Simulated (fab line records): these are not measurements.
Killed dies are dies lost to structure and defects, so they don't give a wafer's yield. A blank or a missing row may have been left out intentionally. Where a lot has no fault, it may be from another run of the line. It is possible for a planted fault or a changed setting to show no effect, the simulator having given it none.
Tool commonality check -- flow gf180mcu -- 41 wafers sampled across 14 lots

## WHAT PROMPTED THE OPENING
At GF_POLY_GATE_CD_MEAS_10 the reading cd-nm is flagged on 2 of 14 lots. No-fault wafers: 280.3 nm, standard deviation 1.1.
Rule: a lot is flagged when every wafer of it that has a number lies more than 4 standard deviations from that mean, or none has a number. The other lots count as sound.

lot,measured,on,"cd-nm (nm), wafer by wafer",flag
L229,day 9 13:05,cd-sem-01,280.8 278.8 280.3,
L230,day 10 01:34,cd-sem-01,280.7 279.2 278.6,
L231,day 10 05:58,cd-sem-01,282.7 281.9 281.3,
L232,day 10 16:05,cd-sem-01,281.0 281.3 280.8,
L233,day 10 22:22,cd-sem-02,280.9 280.2 278.3,
L234,day 11 06:14,cd-sem-01,280.6 280.2,
L235,day 11 15:44,cd-sem-02,278.8 277.7 279.9,
L237,day 12 04:29,cd-sem-02,280.9 281.9 281.4,
L239,day 12 20:31,cd-sem-01,292.4 294.3 294.8,FLAGGED
L242,day 13 17:38,cd-sem-02,292.3 294.1 293.7,FLAGGED
L245,day 14 13:48,cd-sem-02,281.1 280.4 279.7,
L246,day 14 22:01,cd-sem-02,280.0 279.5 279.8,
L249,day 16 06:29,cd-sem-01,278.9 279.5 278.2,
L250,day 16 08:27,cd-sem-02,279.1 279.1 279.9,
The mean of the flagged lots' numbers is 293.6 nm, +13.3 nm from the usual (+12 standard deviations).

## WHICH TOOL EACH LOT WENT THROUGH
The record holds 1 process step before the reading, out of a route of 602 steps. Read each cell as the tool, then ch plus the chambers that the sampled wafers visited, then the start.
lot,flag,GF_POLY_GATE_PEB_08
L229,,"litho-track-02 ch 0, day 9 12:45"
L230,,"litho-track-04 ch 0, day 10 01:13"
L231,,"litho-track-04 ch 0, day 10 05:37"
L232,,"litho-track-01 ch 0, day 10 15:46"
L233,,"litho-track-04 ch 0, day 10 22:01"
L234,,"litho-track-01 ch 0, day 11 05:53"
L235,,"litho-track-01 ch 0, day 11 15:25"
L237,,"litho-track-01 ch 0, day 12 04:10"
L239,FLAGGED,"litho-track-01 ch 0, day 12 20:10"
L242,FLAGGED,"litho-track-01 ch 0, day 13 17:19"
L245,,"litho-track-04 ch 0, day 14 13:27"
L246,,"litho-track-02 ch 0, day 14 21:40"
L249,,"litho-track-01 ch 0, day 16 06:08"
L250,,"litho-track-04 ch 0, day 16 08:06"
What these steps do:
- GF_POLY_GATE_PEB_08: peb time 90 s.
- GF_POLY_GATE_CD_MEAS_10: target cd 280 nm.

## FLAGGED AGAINST TOTAL, ONE TOOL AT A TIME (gauges that did the reading follow at the end)
step,tool,lots run,flagged,share of the flagged lots,sound lots run after its first flagged lot
GF_POLY_GATE_PEB_08,litho-track-01,7,2,all,1 (L249)
GF_POLY_GATE_PEB_08,litho-track-02,2,0,none,-
GF_POLY_GATE_PEB_08,litho-track-04,5,0,none,-
GF_POLY_GATE_CD_MEAS_10,cd-sem-01,7,1,some,1 (L249)
GF_POLY_GATE_CD_MEAS_10,cd-sem-02,7,1,some,"3 (L245,L246,L250)"

## WHAT THE TABLE PERMITS
In the table, 1 row covers all flagged lots: litho-track-01 at GF_POLY_GATE_PEB_08.
- litho-track-01 at GF_POLY_GATE_PEB_08 ran 7 lots, 2 of them flagged. Sound lots ran on it after the first flagged one (L249), which a lasting fault on the whole tool wouldn't allow. Its own readings lie more than 4 standard deviations out on every wafer of the flagged lots: heater-power-total-W.
No row of the table ran every flagged lot and no sound lot after the first.

## WHAT THE SIMULATOR PUT IN
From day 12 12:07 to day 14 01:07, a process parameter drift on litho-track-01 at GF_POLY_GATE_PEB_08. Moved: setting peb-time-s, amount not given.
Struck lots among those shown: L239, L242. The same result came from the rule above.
